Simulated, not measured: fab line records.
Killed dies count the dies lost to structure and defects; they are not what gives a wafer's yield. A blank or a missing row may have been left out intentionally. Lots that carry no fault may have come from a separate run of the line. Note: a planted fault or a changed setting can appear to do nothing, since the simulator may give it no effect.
fab line records + flow sky130 + part 2 of 2: steps 29 to 42 of 42
[record]
- lots = 5
- wafers = 15
- last_day = 50
route steps=708 shown VIA1@475 METAL2@483 VIA2@507
lots that met no fault: from a run of the same line without faults
start_h: the number of hours between the record's first day and the start of the first shown wafer of the lot + wait_h: hours elapsed since this lot's preceding step + " as in the row above + L1.1+2: a single row standing in for several wafers + - either no value or no given start + * or withheld: withheld + < > ~ a bound
route shown NAME@n: names a module that has steps shown in the file, with the first one's number in the route + usual: the fault-free wafers' mean and standard deviation + same: alike in all rows + chamber/n: place in a boat + sites: each site's reading + _std_site: their standard deviation + _edge_site: inner sites' mean taken away from outer sites' mean + radius_mm: how far each site lies from the wafer's centre + mask NAME#n: copy n + behind: tool/chamber where the wafer was last shaped + hold: reason for holding the lot/hours on hold/outcome of the hold + device: transistor that didn't switch, given as n, p or np + end of line: at the end of the route, the tests of the same wafers + a step with no rows: only its recipe + killed: not the wafer's yield, but the dies lost to structure and defects at the first sort + map: shows each die of a wafer: x if killed, . if not, _ if none is there
set.NAME: the run value of the setting; set.NAME@STEP: its run value at that earlier step + model.NAME: the simulator's own value behind a step, which no gauge read
certain route steps with their lots: each step a table, each wafer a row
services: when a tool's chamber went out of use (start_h, in hours from the record's first day, below 0 if earlier), for how many hours, and the reason
[[steps]]
[step SKY_METAL2_STRIP_20]
[recipe]
- chemistry = O2/N2
- power_w = 1400
- pressure_mtorr = 1500
- platen_temp_c = withheld
- o2_flow_sccm = 3000
- n2_flow_sccm = 300
- overash_fraction = 0.5
[usual]
- drypump_motor_current_A = 5.8/0.49
- oes_product_au = 0.344/0.0045
- strip_time_to_endpoint_s = 2.70/0.035
| lot.wafer | tool            | chamber | start_h | wait_h | drypump_motor_current_A | oes_product_au | rf_hours_counter_h | strip_time_to_endpoint_s |
|-----------|-----------------|---------|---------|--------|-------------------------|----------------|--------------------|--------------------------|
| L074.1    | plasma_asher-03 | 0       | 819.19  | 0.1    | 6.1                     | 0.354          | 8                  | 2.75                     |
| L074.2    | "               | 1       | "       | "      | 6.5                     | 0.347          | 8                  | 2.67                     |
| L074.4    | "               | 1       | "       | "      | 6.5                     | 0.342          | -                  | 2.76                     |
| L090.4    | plasma_asher-04 | 0       | 943.50  | 0.1    | 5.0                     | 0.350          | -                  | 2.77                     |
| L090.5    | "               | 1       | "       | "      | 5.4                     | 0.341          | -                  | 2.67                     |
| L090.6    | "               | 0       | "       | "      | 5.0                     | 0.343          | -                  | 2.75                     |
| L093.1    | plasma_asher-04 | 1       | 962.19  | 0.1    | 5.4                     | 0.339          | 120                | 2.71                     |
| L093.5    | "               | 0       | "       | "      | 5.0                     | 0.345          | -                  | 2.68                     |
| L093.6    | "               | 1       | "       | "      | 5.5                     | 0.340          | -                  | 2.66                     |
| L096.1    | plasma_asher-03 | 1       | 978.89  | 0.1    | 6.5                     | 0.353          | 25                 | 2.78                     |
| L096.2    | "               | 0       | "       | "      | 6.1                     | 0.349          | 25                 | 2.68                     |
| L096.6    | "               | 0       | "       | "      | 6.1                     | 0.347          | -                  | 2.77                     |
| L097.2    | plasma_asher-03 | 0       | 985.89  | 0.1    | 6.1                     | 0.343          | 25                 | 2.69                     |
| L097.4    | "               | 0       | "       | "      | 6.1                     | 0.344          | -                  | 2.71                     |
| L097.6    | "               | 0       | "       | "      | 6.1                     | 0.347          | -                  | 2.69                     |
[step SKY_METAL2_STRIP_21]
[recipe]
- chemistry = post_etch_residue_remover
- time_s = 1200
- temp_c = 72.5
[same]
- time_s = 1200
| lot.wafer  | tool         | chamber | start_h | wait_h |
|------------|--------------|---------|---------|--------|
| L074.1+2+4 | wet_bench-02 | 0       | 819.29  | 0.1    |
| L090.4+5+6 | wet_bench-01 | 1       | 943.56  | 0.0    |
| L093.1+5+6 | wet_bench-02 | 3       | 962.29  | 0.1    |
| L096.1+2+6 | wet_bench-02 | 2       | 978.99  | 0.1    |
| L097.2+4+6 | wet_bench-01 | 2       | 985.99  | 0.1    |
[step SKY_METAL2_CLEAN_22]
[recipe]
- chemistry = IPA
- time_s = 180
- temp_c = 25
[same]
- time_s = 180
| lot.wafer  | tool         | chamber | start_h | wait_h |
|------------|--------------|---------|---------|--------|
| L074.1+2+4 | wet_bench-04 | 0       | 819.63  | 0.0    |
| L090.4+5+6 | wet_bench-01 | 2       | 943.90  | 0.0    |
| L093.1+5+6 | wet_bench-04 | 1       | 962.66  | 0.0    |
| L096.1+2+6 | wet_bench-01 | 2       | 979.33  | 0.0    |
| L097.2+4+6 | wet_bench-04 | 1       | 986.39  | 0.0    |
[step SKY_METAL2_CLEAN_23]
[recipe]
- chemistry = O3/DIW
- dry = n2_spin
| lot.wafer  | tool         | chamber | start_h | wait_h |
|------------|--------------|---------|---------|--------|
| L074.1+2+4 | wet_bench-02 | 0       | 819.69  | 0.0    |
| L090.4+5+6 | wet_bench-01 | 0       | 943.96  | 0.0    |
| L093.1+5+6 | wet_bench-02 | 2       | 962.72  | 0.0    |
| L096.1+2+6 | wet_bench-02 | 0       | 979.39  | 0.0    |
| L097.2+4+6 | wet_bench-01 | 0       | 986.45  | 0.0    |
[step SKY_VIA2_HDPCVD_00]
[recipe]
- material = SiO2
- target_thk_nm = 1180
- sigma_open_frac = 0.3
- time_s = 196.7
- temp_c = 400
- sih4_flow_sccm = 60
- pressure_mtorr = 6
[usual]
- sih4_flow_sccm = 60.02/0.16
[same]
- time_s = 196.7
| lot.wafer | tool      | chamber | start_h | wait_h | sih4_flow_sccm |
|-----------|-----------|---------|---------|--------|----------------|
| L074.1    | hdpcvd-02 | 2       | 819.78  | 0.0    | 60.04          |
| L074.2    | "         | 0       | "       | "      | 59.95          |
| L074.4    | "         | 1       | "       | "      | 60.14          |
| L090.4    | hdpcvd-01 | 1       | 944.12  | 0.1    | 59.65          |
| L090.5    | "         | 2       | "       | "      | 59.93          |
| L090.6    | "         | 0       | "       | "      | 60.19          |
| L093.1    | hdpcvd-02 | 2       | 962.82  | 0.0    | 59.91          |
| L093.5    | "         | 0       | "       | "      | 60.17          |
| L093.6    | "         | 1       | "       | "      | 59.89          |
| L096.1    | hdpcvd-02 | 1       | 979.48  | 0.0    | 59.90          |
| L096.2    | "         | 2       | "       | "      | 60.26          |
| L096.6    | "         | 1       | "       | "      | 59.98          |
| L097.2    | hdpcvd-01 | 2       | 986.56  | 0.0    | 60.06          |
| L097.4    | "         | 0       | "       | "      | 60.00          |
| L097.6    | "         | 1       | "       | "      | 59.95          |
[step SKY_VIA2_THK_MEAS_01]
[recipe]
- reads = SiO2_of_VIA2_HDPCVD_00
[usual]
- VIA2_HDPCVD_THK = 1176/11
| lot.wafer | tool          | chamber | start_h | wait_h | VIA2_HDPCVD_THK[nm] |
|-----------|---------------|---------|---------|--------|---------------------|
| L074.1    | film_metro-03 | -       | 819.90  | 0.1    | 1180                |
| L074.2    | "             | -       | "       | "      | 1165                |
| L074.4    | "             | -       | "       | "      | 1180                |
| L090.4    | film_metro-03 | -       | 944.21  | 0.0    | 1181                |
| L090.5    | "             | -       | "       | "      | 1177                |
| L090.6    | "             | -       | "       | "      | 1163                |
| L093.1    | film_metro-03 | -       | 962.94  | 0.1    | 1174                |
| L093.5    | "             | -       | "       | "      | 1167                |
| L093.6    | "             | -       | "       | "      | 1157                |
| L096.1    | film_metro-04 | -       | 979.61  | 0.1    | 1159                |
| L096.2    | "             | -       | "       | "      | 1163                |
| L096.6    | "             | -       | "       | "      | 1177                |
| L097.2    | film_metro-04 | -       | 986.70  | 0.1    | 1155                |
| L097.4    | "             | -       | "       | "      | 1166                |
| L097.6    | "             | -       | "       | "      | 1185                |
[step SKY_VIA2_CMP_02]
[recipe]
- material = SiO2
- down_force_psi = 4
- platen_rpm = 60
- pad_velocity_m_s = 0.94248
[usual]
- head_pressure_psi = 4.002/0.0095
- motor_current_A = 12.3/1.1
| lot.wafer | tool   | chamber | start_h | wait_h | head_pressure_psi | motor_current_A |
|-----------|--------|---------|---------|--------|-------------------|-----------------|
| L074.4    | cmp-02 | 1       | 819.96  | 0.0    | 3.989             | 10.8            |
| L074.2    | "      | 2       | "       | "      | 4.009             | 13.2            |
| L074.1    | "      | 0       | "       | "      | 4.001             | 14.8            |
| L090.4    | cmp-01 | 1       | 944.24  | 0.0    | 4.013             | 12.6            |
| L090.6    | "      | 1       | "       | "      | 4.000             | 12.3            |
| L090.5    | "      | 2       | "       | "      | 3.998             | 13.1            |
| L093.1    | cmp-01 | 1       | 963.15  | 0.2    | 4.008             | 12.6            |
| L093.6    | "      | 2       | "       | "      | 4.006             | 12.7            |
| L093.5    | "      | 3       | "       | "      | 4.011             | 12.5            |
| L096.1    | cmp-01 | 0       | 979.67  | 0.1    | 3.987             | 10.3            |
| L096.2    | "      | 3       | "       | "      | 4.010             | 11.9            |
| L096.6    | "      | 0       | "       | "      | 3.995             | 10.6            |
| L097.4    | cmp-02 | 1       | 986.85  | 0.1    | 3.998             | 11.6            |
| L097.2    | "      | 2       | "       | "      | 4.006             | 13.1            |
| L097.6    | "      | 0       | "       | "      | 4.005             | 14.1            |
[step SKY_VIA2_BOW_MEAS_03]
[recipe]
- mode = bow
[usual]
- VIA2_BOW = 86/6.9
| lot.wafer | tool          | chamber | start_h | wait_h | VIA2_BOW[um] |
|-----------|---------------|---------|---------|--------|--------------|
| L074.1    | film_metro-03 | -       | 820.26  | 0.1    | 88           |
| L074.2    | "             | -       | "       | "      | 93           |
| L074.4    | "             | -       | "       | "      | 85           |
| L090.4    | film_metro-01 | -       | 944.60  | 0.3    | 78           |
| L090.5    | "             | -       | "       | "      | 94           |
| L090.6    | "             | -       | "       | "      | 85           |
| L093.1    | film_metro-01 | -       | 963.30  | 0.1    | 93           |
| L093.5    | "             | -       | "       | "      | 91           |
| L093.6    | "             | -       | "       | "      | 87           |
| L096.1    | film_metro-03 | -       | 979.97  | 0.2    | 83           |
| L096.2    | "             | -       | "       | "      | 89           |
| L096.6    | "             | -       | "       | "      | 83           |
| L097.2    | film_metro-03 | -       | 987.07  | 0.1    | 98           |
| L097.4    | "             | -       | "       | "      | 83           |
| L097.6    | "             | -       | "       | "      | 92           |
[step SKY_VIA2_DEHYDRATE_04]
[recipe]
- temp_c = 200
- time_s = 60
[same]
- time_s = 60
| lot.wafer  | tool           | chamber | start_h | wait_h |
|------------|----------------|---------|---------|--------|
| L074.1+2+4 | litho_track-01 | 0       | 832.74  | 12.5   |
| L090.4+5+6 | litho_track-02 | 0       | 955.72  | 11.1   |
| L093.1+5+6 | litho_track-04 | 0       | 974.97  | 11.6   |
| L096.1+2+6 | litho_track-01 | 0       | 991.69  | 11.7   |
| L097.2+4+6 | litho_track-04 | 0       | 998.15  | 11.1   |
[step SKY_VIA2_HMDS_05]
[recipe]
- prime_time_s = 60
- prime_temp_c = 120
| lot.wafer  | tool           | chamber | start_h | wait_h |
|------------|----------------|---------|---------|--------|
| L074.1+2+4 | litho_track-01 | 0       | 832.89  | 0.1    |
| L090.4+5+6 | litho_track-02 | 0       | 955.87  | 0.1    |
| L093.1+5+6 | litho_track-04 | 0       | 975.12  | 0.1    |
| L096.1+2+6 | litho_track-01 | 0       | 991.84  | 0.1    |
| L097.2+4+6 | litho_track-04 | 0       | 998.30  | 0.1    |
[step SKY_VIA2_COAT_06]
[recipe]
- resist = BARC
- temp_c = withheld
- time_s = withheld
- spin_rpm = 3000
- resist_thk_nm = 60
| lot.wafer  | tool           | chamber | start_h | wait_h |
|------------|----------------|---------|---------|--------|
| L074.1+2+4 | litho_track-01 | 0       | 833.04  | 0.1    |
| L090.4+5+6 | litho_track-02 | 0       | 956.02  | 0.1    |
| L093.1+5+6 | litho_track-04 | 0       | 975.27  | 0.1    |
| L096.1+2+6 | litho_track-01 | 0       | 991.99  | 0.1    |
| L097.2+4+6 | litho_track-04 | 0       | 998.45  | 0.1    |
[step SKY_VIA2_COAT_07]
[recipe]
- resist = KrF-thick
- spin_rpm = 3000
- resist_thk_nm = 450
| lot.wafer  | tool           | chamber | start_h | wait_h |
|------------|----------------|---------|---------|--------|
| L074.1+2+4 | litho_track-01 | 0       | -       | -      |
| L090.4+5+6 | litho_track-02 | 0       | -       | -      |
| L093.1+5+6 | litho_track-04 | 0       | -       | -      |
| L096.1+2+6 | litho_track-01 | 0       | -       | -      |
| L097.2+4+6 | litho_track-04 | 0       | -       | -      |
[step SKY_VIA2_SOFTBAKE_08]
[recipe]
- temp_c = 100
- time_s = 90
- resist = KrF-thick
[same]
- time_s = 90
| lot.wafer  | tool           | chamber | start_h | wait_h |
|------------|----------------|---------|---------|--------|
| L074.1+2+4 | litho_track-01 | 0       | -       | -      |
| L090.4+5+6 | litho_track-02 | 0       | -       | -      |
| L093.1+5+6 | litho_track-04 | 0       | -       | -      |
| L096.1+2+6 | litho_track-01 | 0       | -       | -      |
| L097.2+4+6 | litho_track-04 | 0       | -       | -      |
[step SKY_VIA2_EXPOSE_09]
[recipe]
- mask_id = VIM2
- na = 0.8
- source_shape = annular
- sigma_inner = 0.55
- sigma_outer = 0.85
- target_cd_nm = 200
- dose_mj = 38
| lot.wafer  | tool           | chamber | start_h | wait_h | mask   |
|------------|----------------|---------|---------|--------|--------|
| L074.1+2+4 | krf_scanner-01 | 0       | -       | -      | VIM2#0 |
| L090.4+5+6 | krf_scanner-02 | 0       | -       | -      | VIM2#0 |
| L093.1+5+6 | krf_scanner-02 | 0       | -       | -      | VIM2#0 |
| L096.1+2+6 | krf_scanner-02 | 0       | -       | -      | VIM2#0 |
| L097.2+4+6 | krf_scanner-02 | 0       | -       | -      | VIM2#0 |
[[services]]
| tool           | chamber | start_h | hours | kind   |
|----------------|---------|---------|-------|--------|
| wet_bench-02   | -       | 772.62  | 3.7   | repair |
| rie_metal-04   | 1       | 781.45  | 38.9  | repair |
| pvd_sputter-02 | -       | 790.54  | 0.6   | repair |
| krf_scanner-01 | -       | 799.36  | 0.5   | repair |
| cmp-01         | -       | 803.33  | 3.6   | repair |
| cmp-01         | -       | 804.76  | 7.5   | repair |
| rie_metal-04   | -       | 813.51  | 3.2   | repair |
| cmp-01         | -       | 814.16  | 2.4   | repair |
| rie_metal-04   | -       | 818.18  | 2.8   | pm     |
| pvd_sputter-02 | -       | 833.43  | 3.1   | repair |
| wet_bench-02   | -       | 846.38  | 3.4   | repair |
| rie_metal-03   | -       | 850.14  | 0.3   | repair |
| rie_metal-03   | 0       | 865.35  | 8.2   | repair |
| rie_metal-04   | 0       | 873.48  | 1.0   | repair |
| rie_metal-03   | 0       | 875.09  | 6.8   | repair |
| cmp-01         | -       | 879.27  | 1.0   | repair |
| cmp-01         | -       | 881.60  | 7.3   | pm     |
| cmp-01         | -       | 889.98  | 8.2   | pm     |
| cmp-01         | -       | 912.00  | 4.0   | pm     |
| cmp-01         | -       | 936.80  | 3.5   | repair |
| pvd_sputter-02 | -       | 937.28  | 6.3   | repair |
| cmp-01         | -       | 949.58  | 0.9   | repair |
| cmp-01         | -       | 973.90  | 0.6   | repair |
| pvd_sputter-02 | -       | 986.30  | 1.4   | repair |
